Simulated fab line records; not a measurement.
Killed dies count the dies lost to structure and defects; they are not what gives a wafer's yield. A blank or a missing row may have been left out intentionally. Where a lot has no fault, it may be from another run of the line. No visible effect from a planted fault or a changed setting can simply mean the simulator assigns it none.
Which tool did it?	flow gf180mcu	24 lots (72 wafers sampled), 1 step of a 602-step route

== WHAT THE GAUGES READ, wafer by wafer ==
GF_V2_THK_MEAS_25: measures by xrf. Usual: V2_W_THK typically reads 345 nm, with standard deviation 4.9.
lot	measured	on	V2_W_THK (nm)	flag
L074	day 20 02:38	filmMetro-04	343 343 347	
L075	day 20 17:21	filmMetro-04	343 344 347	
L076	day 21 03:51	filmMetro-01	333 336 341	
L077	day 21 07:35	filmMetro-01	350 348 344	
L078	day 21 16:56	filmMetro-04	341 342 347	
L079	day 22 00:11	filmMetro-02	351 348 352	
L080	day 22 15:34	filmMetro-02	346 351 349	
L081	day 22 22:20	filmMetro-04	349 347 343	
L082	day 23 06:50	filmMetro-01	336 335 341	
L083	day 23 11:33	filmMetro-02	346 356 354	
L084	day 24 02:29	filmMetro-01	351 352 349	
L085	day 24 05:01	filmMetro-02	349 347 347	
L086	day 24 23:39	filmMetro-02	347 350 351	
L087	day 25 09:39	filmMetro-01	339 342 347	
L088	day 25 12:59	filmMetro-01	337 343 336	
L089	day 25 17:54	filmMetro-01	338 346 339	
L090	day 26 00:31	filmMetro-01	344 346 345	
L091	day 26 10:36	filmMetro-02	346 349 355	
L092	day 26 17:54	filmMetro-01	352 342 339	
L093	day 27 00:33	filmMetro-04	340 336 340	
L094	day 27 04:34	filmMetro-01	343 341 336	
L095	day 27 14:11	filmMetro-04	340 345 341	
L096	day 27 21:15	filmMetro-02	347 348 350	
L097	day 28 03:20	filmMetro-02	349 347 347	

== WHAT TOOL EACH LOT RAN ON (gives the tool, then ch and the chambers of the sampled wafers, and finally the start) ==
Before these readings, the record contains no process step.

== WHAT THE TOOLS THEMSELVES READ (means of the sampled wafers that have a number; where no wafer has one, the mark that the record gives instead) ==
The record holds no such reading with a usual standard deviation.

== THE ANSWER, worked out from the rows above alone ==
Rule: lot off if the mean of its wafers having a number is beyond 3 standard deviations from the usual mean. A lot without any number at a reading at which 4 lots or more have one is off too. Any other lot the step has rows for is counted as sound. Order of review: gauges by route order, followed by the tools' own readings, for which a lot's mean as printed above is used. At the first step where some lot is off, the reading lying furthest off is the one used; lots without a number count as furthest.
No lot is off at any reading shown: from this, nothing can be told.

== WHAT THE SIMULATOR HAD PUT IN ==
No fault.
